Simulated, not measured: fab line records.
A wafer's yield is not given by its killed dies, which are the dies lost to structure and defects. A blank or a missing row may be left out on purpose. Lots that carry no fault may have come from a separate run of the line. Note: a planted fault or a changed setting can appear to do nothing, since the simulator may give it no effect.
Chamber matching | flow gf180mcu | 3 sister chambers for GF_V2_CVD_02 on pecvd-01
The step deposits SiO2 from TEOS, target thk 850 nm, time 94.851 s. 27 wafers are shown with their chamber, then 12 later ones without.

== WAFERS WITH THEIR CHAMBER ==
wafer  | chamber | heaterPowerW (W)
L074.1 | 0       | 507
L074.5 | 1       | 577
L074.6 | 2       | 644
L079.1 | 2       | 676
L079.2 | 1       | 721
L079.3 | 0       | 489
L079.4 | 1       | 706
L079.5 | 2       | 726
L079.6 | 0       | 522
L081.1 | 1       | 709
L081.3 | 2       | 657
L081.4 | 1       | 578
L084.1 | 1       | 711
L084.4 | 1       | 735
L084.5 | 0       | 509
L085.1 | 2       | 778
L085.2 | 1       | 623
L085.5 | 1       | 721
L086.4 | 1       | 582
L086.5 | 0       | 532
L086.6 | 2       | 712
L088.1 | 2       | 674
L088.3 | 1       | 706
L088.4 | 0       | 549
L092.2 | 1       | 663
L092.3 | 0       | 553
L092.5 | 2       | 778

SIGNATURES (averages over the wafers above)
reading      | chamber 0 | chamber 1 | chamber 2 | scatter within a chamber
heaterPowerW | 523.00    | 669.33    | 705.62    | 51.9
Rule: for each reading, subtract the chamber's mean from the wafer's reading, divide by that reading's scatter and square the result; add these up over the readings and take the root, which gives the wafer's distance from the chamber. The wafer belongs to the nearest chamber; if the next one is less than 2 further off, it can't be placed. The scatter is the square root of a quotient: the sum, over the shown wafers, of each reading's squared deviation from its chamber's mean, divided by wafers minus chambers.

== WAFERS WITHOUT THEIR CHAMBER ==
wafer  | heaterPowerW (W)
L093.1 | 548
L093.2 | 686
L093.6 | 713
L095.1 | 794
L095.2 | 542
L095.3 | 655
L095.4 | 687
L095.5 | 640
L095.6 | 554
L096.2 | 509
L096.3 | 671
L096.6 | 741

== WHICH CHAMBER EACH WENT THROUGH ==
wafer  | from the rows above          | in truth
L093.1 | can't be placed: 0 or 1      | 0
L093.2 | can't be placed: 1 or 2      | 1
L093.6 | can't be placed: 2 or 1      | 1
L095.1 | can't be placed: 2 or 1      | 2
L095.2 | 0                            | 0
L095.3 | can't be placed: 1 or 2      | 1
L095.4 | can't be placed: 1 or 2      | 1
L095.5 | can't be placed: 1 or 2 or 0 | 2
L095.6 | can't be placed: 0 or 1      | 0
L096.2 | 0                            | 0
L096.3 | can't be placed: 1 or 2      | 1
L096.6 | can't be placed: 2 or 1      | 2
Correctly placed: 2 of 12. Not placeable from these rows: 10 (in 10, the candidates include the true chamber). Wrongly placed: 0.
